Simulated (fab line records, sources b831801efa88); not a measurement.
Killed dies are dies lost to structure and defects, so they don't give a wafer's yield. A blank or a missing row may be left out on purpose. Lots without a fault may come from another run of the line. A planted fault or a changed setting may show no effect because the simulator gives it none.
Which tool did it? | flow gf180mcu | 12 lots, 34 wafers sampled, at 6 steps of a route of 602

WHAT THE GAUGES READ, wafer by wafer
GF_V3_THK_MEAS_25: measures by xrf. Usual: V3_W_THK 347 nm, standard deviation 5.4.
lot  | measured     | on            | V3_W_THK (nm) | flag
L536 | day 22 03:35 | film_metro-04 | 351 350 350   |
L537 | day 22 12:20 | film_metro-01 | 346 357 350   |
L538 | day 22 21:24 | film_metro-02 | 344 350 350   |
L540 | day 23 11:45 | film_metro-04 | 341 347       |
L543 | day 25 08:37 | film_metro-02 | 343 345 348   |
L544 | day 25 09:55 | film_metro-02 | 344 348 347   |
L545 | day 25 20:59 | film_metro-01 | 349 351 351   |
L546 | day 26 17:47 | film_metro-04 | 337 337 340   |
L547 | day 27 02:02 | film_metro-04 | 345 343       |
L549 | day 27 12:28 | film_metro-02 | 343 342 344   |
L548 | day 27 13:52 | film_metro-04 | 344 344 345   |
L550 | day 27 16:22 | film_metro-02 | 348 350 347   |

GF_V4_RS_MEAS_24: measures by four-point-probe. Usual: V4_W_RS 0.326 ohm/sq, standard deviation 0.0036.
lot  | measured     | on            | V4_W_RS (ohm/sq)  | flag
L536 | day 24 04:31 | film_metro-01 | 0.331 0.332 0.330 |
L537 | day 24 12:25 | film_metro-04 | 0.330 0.334 0.331 |
L538 | day 24 20:40 | film_metro-04 | 0.331 0.330 0.334 |
L540 | day 25 10:20 | film_metro-03 | 0.325 0.327       |
L543 | day 27 05:07 | film_metro-03 | 0.325 0.320 0.322 |
L544 | day 27 07:01 | film_metro-01 | 0.321 0.323 0.329 |
L545 | day 27 17:14 | film_metro-04 | 0.324 0.325 0.326 |
L546 | day 28 12:46 | film_metro-04 | 0.319 0.324 0.322 |
L547 | day 28 20:38 | film_metro-03 | 0.321 0.321       |
L549 | day 29 06:58 | film_metro-04 | 0.324 0.329 0.325 |
L548 | day 29 07:46 | film_metro-01 | 0.322 0.325 0.325 |
L550 | day 29 10:01 | film_metro-01 | 0.325 0.318 0.320 |

GF_TOP_METAL_RS_MEAS_05: measures by four-point-probe. Usual: TOP_METAL_ALCU_RS 0.0327 ohm/sq, standard deviation 0.00042.
lot  | measured     | on            | TOP_METAL_ALCU_RS (ohm/sq) | flag
L536 | day 27 00:40 | film_metro-02 | 0.0323 0.0322 0.0324       |
L537 | day 27 09:01 | film_metro-02 | 0.0328 0.0332 0.0324       |
L538 | day 27 15:41 | film_metro-02 | 0.0330 0.0335 0.0331       |
L540 | day 28 03:19 | film_metro-03 | 0.0322 0.0321              |
L543 | day 29 19:11 | film_metro-01 | 0.0325 0.0328 0.0328       |
L544 | day 29 20:55 | film_metro-01 | 0.0332 0.0333 0.0327       |
L545 | day 30 07:34 | film_metro-02 | 0.0322 0.0320 0.0318       |
L546 | day 31 00:45 | film_metro-03 | 0.0328 0.0329 0.0328       |
L547 | day 31 06:41 | film_metro-02 | 0.0319 0.0325              |
L549 | day 31 18:22 | film_metro-03 | 0.0331 0.0329 0.0330       |
L548 | day 31 19:07 | film_metro-02 | 0.0326 0.0324 0.0326       |
L550 | day 31 20:40 | film_metro-03 | 0.0332 0.0361 0.0334       | OFF

GF_TOP_METAL_THK_MEAS_06: measures by xrf. Usual: TOP_METAL_ALCU_THK 901 nm, standard deviation 11.
lot  | measured     | on            | TOP_METAL_ALCU_THK (nm) | flag
L536 | day 27 00:45 | film_metro-02 | 909 914 907             |
L537 | day 27 09:08 | film_metro-02 | 894 887 911             |
L538 | day 27 15:47 | film_metro-02 | 893 877 884             |
L540 | day 28 03:24 | film_metro-03 | 913 920                 |
L543 | day 29 19:18 | film_metro-01 | 908 907 903             |
L544 | day 29 21:02 | film_metro-01 | 896 890 909             |
L545 | day 30 07:41 | film_metro-02 | 913 917 924             |
L546 | day 31 00:52 | film_metro-03 | 900 901 904             |
L547 | day 31 06:47 | film_metro-02 | 914 903                 |
L549 | day 31 18:29 | film_metro-03 | 892 893 896             |
L548 | day 31 19:14 | film_metro-02 | 901 904 901             |
L550 | day 31 20:47 | film_metro-03 | 891 819 882             | OFF

GF_PASSIVATION_THK_MEAS_01. Usual: PASSIVATION_CVD_00_THK 1002 nm, standard deviation 18.
lot  | measured     | on            | PASSIVATION_CVD_00_THK (nm) | flag
L536 | day 27 21:42 | film_metro-01 | 1028 1035 1017              |
L537 | day 28 05:29 | film_metro-03 | 1021 1015 1016              |
L538 | day 28 12:25 | film_metro-03 | 1004 1009 995               |
L540 | day 28 22:58 | film_metro-01 | 1027 1021                   |
L543 | day 30 14:04 | film_metro-01 | 980 981 1004                |
L544 | day 30 15:55 | film_metro-04 | 963 985 972                 |
L545 | day 31 02:22 | film_metro-04 | 1016 1006 1016              |
L546 | day 31 19:46 | film_metro-04 | 968 995 1002                |
L547 | day 32 01:34 | film_metro-04 | 1000 1017                   |
L549 | day 32 12:04 | film_metro-01 | 985 1006 1008               |
L548 | day 32 12:29 | film_metro-04 | 979 1001 1000               |
L550 | day 32 14:37 | film_metro-04 | 974 1005 989                |

WHICH TOOL RAN EACH LOT (tool, then ch and the chambers of the sampled wafers, then the start)
lot  | GF_TOP_METAL_SPUTTER_02
L536 | pvd_sputter-01, day 27 00:31
L537 | pvd_sputter-03, day 27 08:55
L538 | pvd_sputter-01, day 27 15:34
L540 | pvd_sputter-02, day 28 03:10
L543 | pvd_sputter-02, day 29 19:05
L544 | pvd_sputter-03, day 29 20:49
L545 | pvd_sputter-02, day 30 07:28
L546 | pvd_sputter-02, day 31 00:38
L547 | pvd_sputter-02, day 31 06:32
L549 | pvd_sputter-01, day 31 18:17
L548 | pvd_sputter-02, day 31 19:01
L550 | pvd_sputter-02, day 31 20:34
- GF_TOP_METAL_SPUTTER_02: material AlCu, target thk 900 nm, time 47.82 s.

WHAT THE TOOLS THEMSELVES READ (means of the sampled wafers that have a number; where no wafer has one, the mark that the record gives instead)
GF_TOP_METAL_SPUTTER_02. Usual: throttle_valve_pct 29.6 %, standard deviation 1.3.
lot  | tool           | throttle_valve_pct (%) | flag
L536 | pvd_sputter-01 | 28.9                   |
L537 | pvd_sputter-03 | 30.2                   |
L538 | pvd_sputter-01 | 27.9                   |
L540 | pvd_sputter-02 | 29.2                   |
L543 | pvd_sputter-02 | 29.7                   |
L544 | pvd_sputter-03 | 31.4                   |
L545 | pvd_sputter-02 | 30.4                   |
L546 | pvd_sputter-02 | 30.3                   |
L547 | pvd_sputter-02 | 30.5                   |
L549 | pvd_sputter-01 | 29.7                   |
L548 | pvd_sputter-02 | 29.6                   |
L550 | pvd_sputter-02 | 29.5                   |

THE ANSWER, worked out from the rows above alone
Rule: a lot is off if the mean of its wafers that have a number lies more than 3 standard deviations from the usual mean. A lot without any number at a reading at which 4 lots or more have one is off too. The other lots that the step has rows for count as sound. The gauges are gone through in route order, then the tools' own readings, and for those a lot's mean is taken as printed above. The first step at which some lot is off is used, and at that step the reading that is off furthest; a lot without a number counts as furthest.
Off: L550, at GF_TOP_METAL_RS_MEAS_05 (TOP_METAL_ALCU_RS).
A tool fits if, at a process step before that reading, it ran every lot that is off, and no sound lot after the first of them. The gauges at GF_TOP_METAL_RS_MEAS_05 are tried like those tools. Can't be told from this: 2 tools fit, pvd_sputter-02 at GF_TOP_METAL_SPUTTER_02, film_metro-03 at GF_TOP_METAL_RS_MEAS_05.

WHAT THE SIMULATOR HAD PUT IN
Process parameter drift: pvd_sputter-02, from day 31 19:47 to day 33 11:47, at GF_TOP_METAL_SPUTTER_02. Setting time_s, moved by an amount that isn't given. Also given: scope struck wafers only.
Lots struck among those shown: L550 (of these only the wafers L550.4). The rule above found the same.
